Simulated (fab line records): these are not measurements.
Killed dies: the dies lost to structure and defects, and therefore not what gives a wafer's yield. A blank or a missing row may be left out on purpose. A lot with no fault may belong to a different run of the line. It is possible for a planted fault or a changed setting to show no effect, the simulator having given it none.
Matching of chambers	flow sky130	SKY_LI_CONTACT_ETCH_15 on rie-diel-01 has 4 sister chambers
The step etches PSG in C4F8/O2/Ar, stops on Si, target depth 600 nm. 8 wafers are shown with their chamber, then 11 later ones without.

WAFERS WITH THEIR CHAMBER
wafer	chamber	oes-product-au (a.u.)
L079.1	1	0.837
L079.4	0	0.834
L079.5	1	0.833
L079.6	2	0.832
L086.1	3	0.836
L086.2	2	0.836
L086.5	3	0.829
L092.2	0	0.836

WAFERS WHOSE CHAMBER IS MISSING
wafer	oes-product-au (a.u.)
L092.4	0.841
L092.6	0.837
L093.3	0.843
L093.5	0.834
L093.6	0.838
L097.1	0.833
L097.2	0.836
L097.3	0.829
L097.4	0.841
L097.5	0.833
L097.6	0.842

THE CHAMBER EACH PASSED THROUGH
wafer	from the rows above	in truth
L092.4	can't be placed: 0 or 1 or 2 or 3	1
L092.6	can't be placed: 0 or 1 or 2 or 3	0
L093.3	can't be placed: 0 or 1 or 2 or 3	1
L093.5	can't be placed: 2 or 0 or 1 or 3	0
L093.6	can't be placed: 0 or 1 or 2 or 3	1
L097.1	can't be placed: 3 or 2 or 0 or 1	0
L097.2	can't be placed: 0 or 1 or 2 or 3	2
L097.3	can't be placed: 3 or 2 or 0 or 1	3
L097.4	can't be placed: 0 or 1 or 2 or 3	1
L097.5	can't be placed: 3 or 2 or 0 or 1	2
L097.6	can't be placed: 0 or 1 or 2 or 3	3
Placed correctly: 0 of 11. From these rows, 11 cannot be placed; in 11 the true chamber is one of the candidates. Placed wrongly: 0.
How it was worked out, from the rows above alone: a wafer's distance from a chamber is the root of the sum, over the readings, of the square of ((its reading less the chamber's mean) divided by the reading's scatter). The wafer belongs to the nearest chamber; if the next one is less than 2 further off, it can't be placed. For every chamber, the mean is computed from those of its wafers that are shown. The scatter: take each reading less its chamber's mean, square it, sum over the shown wafers, divide by the number of wafers less the number of chambers, and take the root.
